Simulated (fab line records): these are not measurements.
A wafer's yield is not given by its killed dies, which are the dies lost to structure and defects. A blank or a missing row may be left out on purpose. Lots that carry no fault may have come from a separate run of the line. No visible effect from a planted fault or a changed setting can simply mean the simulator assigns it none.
fab line records -- flow sky130
record lots=12, wafers=36, last_day=50
route steps=708 shown POLY_GATE@230 LDD_HVN@277 LDD_LDN@297 POLY_CUT@318 PAD_OPEN@708
lots untouched by any fault: they come from a run of this same line in which no faults occurred
start_h: start of the lot's first displayed wafer, in hours after the record's first day -- wait_h: time in hours since the lot's previous step -- " same as the row above -- L1.1+2: a single row standing in for several wafers -- - no value, or no start given -- * or withheld: withheld -- < > ~ a bound
route shown NAME@n: names a module that has steps shown in the file, with the first one's number in the route -- usual: average and standard deviation across the fault-free wafers -- same: alike in all rows -- chamber/n: place in a boat -- sites: each site's reading -- _std_site: the values' standard deviation -- _edge_site: the outer-site mean with the inner-site mean subtracted -- radius_mm: how far each site lies from the wafer's centre -- mask NAME#n: copy n -- behind: the most recent tool/chamber to have shaped the wafer -- hold: what put the lot on hold/how long, in hours/how the hold closed -- device: the n, p or np transistor that did not switch -- end of line: the same wafers' tests at the end of the route -- a step with no rows: only its recipe -- killed: dies that structure and defects cost at the first sort, which is not the same as the wafer's yield -- map: dies across one wafer; x = killed, . = not, _ = none there
set.NAME: the run value of the setting; set.NAME@STEP: its run value at that earlier step -- model.NAME: the simulator's own value behind a step, which no gauge read
the route's steps for a sample of lots (tables are steps, rows are wafers)
services: the hour from which a tool's chamber was out of use, counted from the record's first day as start_h (under 0 if before that day), plus the number of hours and why
## steps
# step SKY_POLY_GATE_ETCH_16
# recipe stop_on=poly-Si, chemistry=CH3F/O2, target=Si3N4, source_w=400, bias_w=80, pressure_mtorr=25, ch3f_flow_sccm=40, O2_flow_sccm=30, time_s=147.5, target_depth_a=750
# usual drypump_motor_current_A=5.7/0.47, oes_product_au=0.642/0.0053, throttle_valve_pct=10.537/0.0097
lot.wafer,tool,chamber,start_h,wait_h,drypump_motor_current_A,oes_product_au,rf_hours_counter_h,throttle_valve_pct
L493.1,rie_diel-01,2,391.34,0.0,5.6,0.648,3,10.534
L493.2,rie_diel-01,0,391.34,0.0,5.4,0.639,92,10.542
L493.4,rie_diel-01,1,391.34,0.0,6.5,0.639,107,10.543
L495.2,rie_diel-01,2,396.99,0.0,5.6,0.649,3,10.534
L495.3,rie_diel-01,1,396.99,0.0,6.5,0.645,107,10.534
L495.5,rie_diel-01,0,396.99,0.0,5.4,0.651,-,10.529
L496.1,rie_diel-03,0,410.53,0.0,5.9,0.643,10,10.539
L496.4,rie_diel-03,2,410.53,0.0,5.3,0.645,79,10.526
L496.5,rie_diel-03,0,410.53,0.0,5.9,0.643,-,10.536
L499.1,rie_diel-03,2,430.67,0.0,5.3,0.641,80,10.535
L499.4,rie_diel-03,1,430.67,0.0,5.7,0.647,8,10.519
L499.5,rie_diel-03,2,430.67,0.0,5.2,0.647,-,10.539
L501.2,rie_diel-02,2,450.82,0.0,5.0,0.634,9,10.549
L501.4,rie_diel-02,0,450.82,0.0,5.2,0.642,44,10.535
L501.6,rie_diel-02,0,450.82,0.0,5.2,0.631,-,10.540
L503.1,rie_diel-01,2,464.79,0.0,5.6,0.643,4,10.525
L503.4,rie_diel-01,1,464.79,0.0,6.5,0.636,1,10.542
L503.6,rie_diel-01,2,464.79,0.0,5.6,0.641,-,10.544
L504.1,rie_diel-01,3,475.97,0.0,6.3,0.641,3,10.545
L504.3,rie_diel-01,0,475.97,0.0,5.4,0.644,94,10.551
L504.5,rie_diel-01,2,475.97,0.0,5.6,0.641,-,10.540
L509.2,rie_diel-02,2,511.07,0.0,5.0,0.644,10,10.530
L509.4,rie_diel-02,3,511.07,0.0,6.1,0.629,3,10.549
L509.5,rie_diel-02,2,511.07,0.0,5.0,0.632,-,10.508
L512.2,rie_diel-02,2,537.19,0.0,5.0,0.644,11,10.543
L512.3,rie_diel-02,0,537.19,0.0,5.2,0.644,46,10.542
L512.4,rie_diel-02,1,537.19,0.0,5.4,0.644,80,10.541
L514.1,rie_diel-01,0,552.67,0.0,5.4,0.639,1,10.559
L514.3,rie_diel-01,2,552.67,0.0,5.6,0.634,6,10.547
L514.4,rie_diel-01,3,552.67,0.0,6.3,0.640,5,10.526
L515.4,rie_diel-02,2,567.47,0.0,4.9,0.631,-,10.544
L515.5,rie_diel-02,3,567.47,0.0,6.1,0.641,-,10.541
L515.6,rie_diel-02,0,567.47,0.0,5.2,0.639,-,10.529
L516.1,rie_diel-02,2,573.38,0.1,5.0,0.639,12,10.529
L516.3,rie_diel-02,0,573.38,0.1,5.2,0.637,-,10.526
L516.4,rie_diel-02,2,573.38,0.1,5.0,0.644,-,10.535
# step SKY_LDD_HVN_TW_MEAS_10
# usual LDD_HVN_TW=1434/15
lot.wafer,tool,chamber,start_h,wait_h,LDD_HVN_TW
L493.1,film_metro-02,-,487.01,0.1,1428
L493.2,film_metro-02,-,487.01,0.1,1423
L493.4,film_metro-02,-,487.01,0.1,1428
L495.2,film_metro-02,-,493.26,0.1,1427
L495.3,film_metro-02,-,493.26,0.1,1433
L495.5,film_metro-02,-,493.26,0.1,1430
L496.1,film_metro-02,-,509.37,0.1,1417
L496.4,film_metro-02,-,509.37,0.1,1411
L496.5,film_metro-02,-,509.37,0.1,1422
L499.1,film_metro-03,-,527.05,0.1,1441
L499.4,film_metro-03,-,527.05,0.1,1441
L499.5,film_metro-03,-,527.05,0.1,1438
L501.2,film_metro-03,-,547.00,0.1,1447
L501.4,film_metro-03,-,547.00,0.1,1450
L501.6,film_metro-03,-,547.00,0.1,1446
L503.1,film_metro-02,-,560.69,0.1,1415
L503.4,film_metro-02,-,560.69,0.1,1423
L503.6,film_metro-02,-,560.69,0.1,1433
L504.1,film_metro-03,-,570.40,0.1,1444
L504.3,film_metro-03,-,570.40,0.1,1441
L504.5,film_metro-03,-,570.40,0.1,1450
L509.2,film_metro-02,-,603.60,0.1,1407
L509.4,film_metro-02,-,603.60,0.1,1407
L509.5,film_metro-02,-,603.60,0.1,1406
L512.2,film_metro-03,-,630.22,0.1,1437
L512.3,film_metro-03,-,630.22,0.1,1438
L512.4,film_metro-03,-,630.22,0.1,1448
L514.1,film_metro-01,-,644.49,0.1,1445
L514.3,film_metro-01,-,644.49,0.1,1452
L514.4,film_metro-01,-,644.49,0.1,1450
L515.4,film_metro-02,-,656.88,0.1,1423
L515.5,film_metro-02,-,656.88,0.1,1420
L515.6,film_metro-02,-,656.88,0.1,1423
L516.1,film_metro-02,-,663.39,0.1,1415
L516.3,film_metro-02,-,663.39,0.1,1425
L516.4,film_metro-02,-,663.39,0.1,1426
# step SKY_LDD_LDN_IMPLANT_08
# recipe species=As, energy_kev=15, dose_cm2=1.25e+13, tilt_deg=withheld, rotation_deg=23
# usual beam_energy_keV=14.999/0.0039, end_station_pressure_torr=5.1e-06/2.7e-07
lot.wafer,tool,chamber,start_h,wait_h,beam_energy_keV,end_station_pressure_torr
L493.1,implanter-04,0,547.50,0.0,15.003,5.06e-06
L493.2,implanter-04,0,547.50,0.0,15.002,5.06e-06
L493.4,implanter-04,0,547.50,0.0,14.999,5.33e-06
L495.2,implanter-04,0,553.69,0.0,15.000,4.89e-06
L495.3,implanter-04,0,553.69,0.0,14.999,5.3e-06
L495.5,implanter-04,0,553.69,0.0,15.000,5.38e-06
L496.1,implanter-04,0,569.26,0.0,14.999,5.24e-06
L496.4,implanter-04,0,569.26,0.0,15.008,4.74e-06
L496.5,implanter-04,0,569.26,0.0,14.999,4.77e-06
L499.1,implanter-04,0,586.96,0.0,15.000,5.15e-06
L499.4,implanter-04,0,586.96,0.0,14.995,5.03e-06
L499.5,implanter-04,0,586.96,0.0,14.991,5.34e-06
L501.2,implanter-03,0,607.23,0.0,14.998,4.64e-06
L501.4,implanter-03,0,607.23,0.0,15.003,5.61e-06
L501.6,implanter-03,0,607.23,0.0,14.998,5.38e-06
L503.1,implanter-04,0,619.38,0.0,18.260,5.34e-06
L503.4,implanter-04,0,619.38,0.0,18.257,5.13e-06
L503.6,implanter-04,0,619.38,0.0,18.253,5.03e-06
L504.1,implanter-04,0,629.66,0.0,18.257,4.78e-06
L504.3,implanter-04,0,629.66,0.0,18.256,5.14e-06
L504.5,implanter-04,0,629.66,0.0,18.265,5.32e-06
L509.2,implanter-03,0,661.44,0.0,15.001,5.15e-06
L509.4,implanter-03,0,661.44,0.0,15.001,5.37e-06
L509.5,implanter-03,0,661.44,0.0,15.009,5.21e-06
L512.2,implanter-02,0,687.43,0.0,15.002,5.23e-06
L512.3,implanter-02,0,687.43,0.0,15.006,4.98e-06
L512.4,implanter-02,0,687.43,0.0,14.998,4.91e-06
L514.1,implanter-04,0,700.85,0.0,14.996,5.06e-06
L514.3,implanter-04,0,700.85,0.0,14.996,4.99e-06
L514.4,implanter-04,0,700.85,0.0,15.004,4.92e-06
L515.4,implanter-02,0,712.79,0.1,15.004,4.83e-06
L515.5,implanter-02,0,712.79,0.1,14.993,4.95e-06
L515.6,implanter-02,0,712.79,0.1,14.997,4.92e-06
L516.1,implanter-04,0,718.75,0.0,14.995,5.45e-06
L516.3,implanter-04,0,718.75,0.0,15.006,5.03e-06
L516.4,implanter-04,0,718.75,0.0,14.997,4.6e-06
# step SKY_POLY_CUT_ETCH_11
# recipe target=Si3N4, chemistry=CF4/CH2F2/Ar, stop_on=poly-Si, source_w=600, bias_w=150, pressure_mtorr=40, cf4_flow_sccm=40, ch2f2_flow_sccm=20, Ar_flow_sccm=150, time_s=42.5, target_depth_a=600
# usual drypump_motor_current_A=5.4/0.33, oes_product_au=0.832/0.0061, throttle_valve_pct=14.992/0.0095
lot.wafer,tool,chamber,start_h,wait_h,drypump_motor_current_A,oes_product_au,rf_hours_counter_h,throttle_valve_pct
L493.1,rie_diel-04,0,580.15,0.0,5.5,0.833,36,14.989
L493.2,rie_diel-04,2,580.15,0.0,5.4,0.828,9,14.979
L493.4,rie_diel-04,0,580.15,0.0,5.5,0.831,-,15.003
L495.2,rie_diel-02,1,587.01,0.0,5.4,0.840,0,14.980
L495.3,rie_diel-02,2,587.01,0.0,5.0,0.826,12,14.989
L495.5,rie_diel-02,2,587.01,0.0,5.0,0.822,-,14.996
L496.1,rie_diel-04,2,601.46,0.0,5.4,0.836,10,14.990
L496.4,rie_diel-04,0,601.46,0.0,5.5,0.835,36,14.992
L496.5,rie_diel-04,3,601.46,0.0,5.0,0.838,-,14.995
L499.1,rie_diel-04,1,618.94,0.0,5.0,0.837,7,14.997
L499.4,rie_diel-04,3,618.94,0.0,5.0,0.829,15,14.989
L499.5,rie_diel-04,0,618.94,0.0,5.4,0.838,-,14.986
L501.2,rie_diel-03,1,638.64,0.0,5.7,0.827,13,14.994
L501.4,rie_diel-03,0,638.64,0.0,5.9,0.824,14,14.983
L501.6,rie_diel-03,3,638.64,0.0,5.7,0.836,-,14.979
L503.1,rie_diel-02,2,651.50,0.0,5.0,0.831,14,14.991
L503.4,rie_diel-02,3,651.50,0.0,6.1,0.837,7,15.004
L503.6,rie_diel-02,3,651.50,0.0,6.1,0.829,-,14.992
L504.1,rie_diel-02,1,660.76,0.0,5.4,0.828,2,15.005
L504.3,rie_diel-02,3,660.76,0.0,6.1,0.837,7,15.004
L504.5,rie_diel-02,1,660.76,0.0,5.4,0.829,-,14.997
L509.2,rie_diel-04,1,691.75,0.0,5.0,0.823,8,14.993
L509.4,rie_diel-04,3,691.75,0.0,5.0,0.823,16,14.995
L509.5,rie_diel-04,0,691.75,0.0,5.5,0.837,-,14.994
L512.2,rie_diel-02,3,717.51,0.0,6.1,0.844,8,14.991
L512.3,rie_diel-02,1,717.51,0.0,5.4,0.831,3,14.982
L512.4,rie_diel-02,0,717.51,0.0,5.2,0.837,50,15.005
L514.1,rie_diel-02,1,732.91,0.0,5.4,0.833,4,14.982
L514.3,rie_diel-02,0,732.91,0.0,5.2,0.830,50,14.988
L514.4,rie_diel-02,3,732.91,0.0,6.1,0.841,9,14.994
L515.4,rie_diel-02,3,742.57,0.0,6.1,0.822,-,15.001
L515.5,rie_diel-02,2,742.57,0.0,5.0,0.817,-,15.000
L515.6,rie_diel-02,1,742.57,0.0,5.4,0.823,-,14.986
L516.1,rie_diel-04,3,749.51,0.0,5.0,0.835,17,14.999
L516.3,rie_diel-04,2,749.51,0.0,5.4,0.830,12,14.989
L516.4,rie_diel-04,0,749.51,0.0,5.4,0.840,38,14.987
# step SKY_PAD_OPEN_PROBE_99
# usual killed_at_M0_to_M3=43/7.1, killed_at_M4_up=3.3/2, killed_at_contacts=24/5.1, killed_at_front_end=15/4.6, killed_at_other=0.3/0.6, killed_dies=86/9.6, killed_open=46/7.3, killed_short=39/6.7
# same gross_dies=492, killed_at_back_side=0
lot.wafer,tool,chamber,start_h,wait_h,killed_at_M0_to_M3,killed_at_M4_up,killed_at_contacts,killed_at_front_end,killed_at_other,killed_dies,killed_open,killed_short
L495.2,prober-02,-,1097.41,0.1,43,5,22,15,0,85,41,44
L495.3,prober-02,-,1097.46,0.2,54,2,26,20,0,102,44,58
L495.5,prober-02,-,1097.56,0.2,57,8,14,10,0,89,47,41
L503.1,prober-01,-,1142.65,0.1,43,5,27,13,0,88,43,45
L503.4,prober-01,-,1142.80,0.2,41,0,32,16,0,89,49,40
L503.6,prober-01,-,1142.90,0.2,50,2,22,6,1,81,38,42
L504.1,prober-02,-,1146.10,0.1,44,2,23,15,1,85,43,41
L504.3,prober-02,-,1146.20,0.2,33,2,26,11,0,72,41,30
L504.5,prober-02,-,1146.30,0.2,39,1,23,12,1,76,39,36
L515.4,prober-01,-,1197.78,0.2,46,1,28,15,1,91,50,41
L515.5,prober-01,-,1197.83,0.2,35,6,32,13,0,86,53,33
L515.6,prober-01,-,1197.88,0.2,48,2,37,8,0,95,58,37
# killed by level:class
L495.2 VIA1:geometric_particle:open=7 VIA3:geometric_particle:open=7 LI_CONTACT:geometric_particle:open=6 METAL1:geometric_particle:short=6 LOCAL_INTERCONNECT:geometric_particle:short=6 CONTACT:geometric_particle:open=5 FIELD_ISO:geometric_particle:open=4 METAL4:geometric_particle:short=4
L495.3 METAL1:geometric_particle:short=11 VIA1:geometric_particle:open=11 VIA3:geometric_particle:open=8 CONTACT:geometric_particle:short=7 POLY_GATE:geometric_particle:short=6 LI_CONTACT:geometric_particle:open=6 CONTACT:geometric_particle:open=6 METAL2:geometric_particle:short=6
L495.5 VIA1:geometric_particle:open=13 METAL1:geometric_particle:short=10 VIA2:geometric_particle:open=10 METAL4:geometric_particle:short=7 METAL2:geometric_particle:short=6 METAL1:geometric_particle:open=5 CONTACT:geometric_particle:open=5 FIELD_ISO:geometric_particle:open=3
L503.1 LI_CONTACT:geometric_particle:open=11 METAL1:geometric_particle:short=8 VIA1:geometric_particle:open=8 METAL2:geometric_particle:short=8 FIELD_ISO:geometric_particle:short=6 LOCAL_INTERCONNECT:geometric_particle:short=5 CONTACT:geometric_particle:open=5 VIA2:geometric_particle:open=4
L503.4 VIA1:geometric_particle:open=12 LI_CONTACT:geometric_particle:open=11 METAL1:geometric_particle:short=9 CONTACT:geometric_particle:open=7 LOCAL_INTERCONNECT:geometric_particle:short=6 FIELD_ISO:geometric_particle:open=5 METAL2:geometric_particle:short=5 CONTACT:geometric_particle:short=4
L503.6 VIA2:geometric_particle:short=10 VIA1:geometric_particle:open=8 VIA3:geometric_particle:open=8 LI_CONTACT:geometric_particle:open=6 METAL1:geometric_particle:short=6 METAL2:geometric_particle:short=6 VIA1:geometric_particle:short=4 LI_CONTACT:geometric_particle:short=4
L504.1 LOCAL_INTERCONNECT:geometric_particle:short=9 VIA1:geometric_particle:open=9 VIA2:geometric_particle:open=8 LI_CONTACT:geometric_particle:open=6 CONTACT:geometric_particle:open=6 VIA3:geometric_particle:short=6 FIELD_ISO:geometric_particle:open=4 METAL1:geometric_particle:short=4
L504.3 CONTACT:geometric_particle:open=13 METAL1:geometric_particle:short=8 VIA1:geometric_particle:open=6 CONTACT:geometric_particle:short=5 FIELD_ISO:geometric_particle:open=4 VIA1:geometric_particle:short=4 FIELD_ISO:geometric_particle:short=3 LI_CONTACT:geometric_particle:open=3
L504.5 CONTACT:geometric_particle:open=8 VIA1:geometric_particle:open=8 METAL3:geometric_particle:short=7 VIA3:geometric_particle:open=7 FIELD_ISO:geometric_particle:short=4 VIA2:geometric_particle:short=4 LI_CONTACT:geometric_particle:open=4 LOCAL_INTERCONNECT:geometric_particle:short=4
L515.4 VIA1:geometric_particle:open=11 LI_CONTACT:geometric_particle:open=9 VIA2:geometric_particle:open=9 CONTACT:geometric_particle:open=8 METAL1:geometric_particle:short=6 METAL2:geometric_particle:short=6 VIA3:geometric_particle:open=6 FIELD_ISO:geometric_particle:short=5
L515.5 CONTACT:geometric_particle:open=14 VIA1:geometric_particle:open=10 VIA3:geometric_particle:open=7 LI_CONTACT:geometric_particle:open=6 CONTACT:geometric_particle:short=6 METAL1:geometric_particle:short=5 FIELD_ISO:geometric_particle:open=4 VIA1:geometric_particle:short=4
L515.6 CONTACT:geometric_particle:open=19 VIA2:geometric_particle:open=10 VIA1:geometric_particle:open=9 LI_CONTACT:geometric_particle:open=7 VIA3:geometric_particle:open=7 CONTACT:geometric_particle:short=6 LOCAL_INTERCONNECT:geometric_particle:short=5 METAL1:geometric_particle:short=5
## services
tool,chamber,start_h,hours,kind
rie_diel-02,2,367.96,6.8,repair
rie_diel-02,3,370.12,2.6,repair
rie_diel-02,1,375.08,4.1,repair
rie_diel-02,3,432.99,1.4,repair
rie_diel-01,1,447.51,2.0,repair
rie_diel-01,-,448.89,0.1,repair
rie_diel-02,1,451.05,4.2,repair
rie_diel-04,2,470.17,2.0,repair
implanter-04,-,500.14,1.8,repair
rie_diel-01,2,515.57,1.4,repair
rie_diel-02,0,519.13,2.7,repair
implanter-04,-,549.53,1.7,repair
implanter-04,-,569.86,4.4,pm
rie_diel-02,3,571.26,8.3,repair
rie_diel-04,1,579.41,11.3,repair
rie_diel-04,0,589.00,3.1,repair
rie_diel-04,2,589.19,2.9,repair
rie_diel-02,3,620.83,1.9,repair
rie_diel-02,0,622.27,4.4,repair
implanter-04,-,625.06,4.4,pm
rie_diel-01,-,643.56,1.5,repair
rie_diel-01,2,666.78,6.8,repair
implanter-04,-,675.37,5.3,repair
rie_diel-04,1,693.23,6.8,repair
## key
first_sign step=SKY_LDD_LDN_IMPLANT_08, reading=beam_energy_keV, direction=up, sigmas=99+, usual=*, struck=*
effect none on later readings
met_at SKY_LDD_LDN_IMPLANT_08
struck_lots L503,L504
tester_left_out L503,L504
not_acting_at SKY_POLY_GATE_ETCH_16,SKY_LDD_HVN_TW_MEAS_10,SKY_POLY_CUT_ETCH_11
onset_between 586.96 619.38
fault kind=process_parameter_drift, tool=implanter-04, chamber=-, onset_h=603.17, steps=SKY_LDD_LDN_IMPLANT_08, channel=energy_kev, offset=*, shape=step, end_h=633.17, acts_in=*, stated=*
# tester_left_out: of these lots the tester's yield and bins aren't shown, on N5 and GAA mostly nor the transistor test; their killed dies are dies lost to structure and defects alone, not to doping, threshold or leakage, so they don't give the yield
